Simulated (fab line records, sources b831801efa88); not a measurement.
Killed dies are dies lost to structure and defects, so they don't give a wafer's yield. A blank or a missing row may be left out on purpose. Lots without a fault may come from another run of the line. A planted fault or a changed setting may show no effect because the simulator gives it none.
Which tool did it? | flow gf180mcu | 7 lots, 21 wafers sampled, at 4 steps of a route of 602

WHAT THE GAUGES READ, wafer by wafer
GF_TOP_METAL_CD_MEAS_14: target cd 440 nm.
lot  | measured     | on        | cd_nm (nm)
L409 | day 28 04:59 | cd_sem-01 | 442.5 442.4 441.5
L411 | day 28 17:02 | cd_sem-01 | 433.7 435.1 435.3
L413 | day 29 10:29 | cd_sem-02 | 439.0 438.8 437.2
L415 | day 30 00:00 | cd_sem-01 | 438.1 435.5 437.2
L419 | day 31 10:31 | cd_sem-02 | 442.3 443.2 438.8
L426 | day 33 02:05 | cd_sem-01 | 435.6 436.3 436.5
L431 | day 34 09:08 | cd_sem-01 | 438.7 437.8 437.4

WHICH TOOL RAN EACH LOT (tool, then ch and the chambers of the sampled wafers, then the start)
lot  | GF_M3_SPUTTER_00             | GF_M4_SPUTTER_01             | GF_TOP_METAL_EXPOSE_11
L409 | pvd_sputter-02, day 20 17:56 | pvd_sputter-04, day 22 19:37 | iline_stepper-01 ch 0, day 27 20:05
L411 | pvd_sputter-03, day 21 04:04 | pvd_sputter-04, day 23 06:39 | iline_stepper-01 ch 0, day 28 06:40
L413 | pvd_sputter-03, day 22 03:36 | pvd_sputter-01, day 24 04:47 | iline_stepper-01 ch 0, day 29 01:13
L415 | pvd_sputter-01, day 22 16:49 | pvd_sputter-04, day 24 16:49 | iline_stepper-02 ch 0, day 29 16:41
L419 | pvd_sputter-02, day 24 12:02 | pvd_sputter-01, day 26 09:10 | iline_stepper-01 ch 0, day 31 02:01
L426 | pvd_sputter-03, day 26 13:22 | pvd_sputter-04, day 28 08:13 | iline_stepper-01 ch 0, day 32 19:03
L431 | pvd_sputter-02, day 28 05:32 | pvd_sputter-04, day 29 23:20 | iline_stepper-02 ch 0, day 34 01:58
- GF_M3_SPUTTER_00: material Ti, target thk 37.5 nm, time 150 s.
- GF_M4_SPUTTER_01: material TiN, target thk 30 nm, time 25 s.
- GF_TOP_METAL_EXPOSE_11: exposes mask MetalTop, target cd 440 nm.

THE ANSWER, worked out from the rows above alone
Rule: what is usual is taken from the lots themselves. Put in order of their means at a reading, lots are off if they are a third of the lots or fewer, leave a main group of 4 or more, and stand apart from it by a gap of 3 or more times the standard deviation of the main group's means; of several such gaps the widest counts. A main group whose means are all the same, to the digits that the tables above print for the reading, isn't used. A lot without any number at a reading at which 4 lots or more have one is off too. The other lots that the step has rows for count as sound.
No lot is off at any reading shown: from this, nothing can be told.

WHAT THE SIMULATOR HAD PUT IN
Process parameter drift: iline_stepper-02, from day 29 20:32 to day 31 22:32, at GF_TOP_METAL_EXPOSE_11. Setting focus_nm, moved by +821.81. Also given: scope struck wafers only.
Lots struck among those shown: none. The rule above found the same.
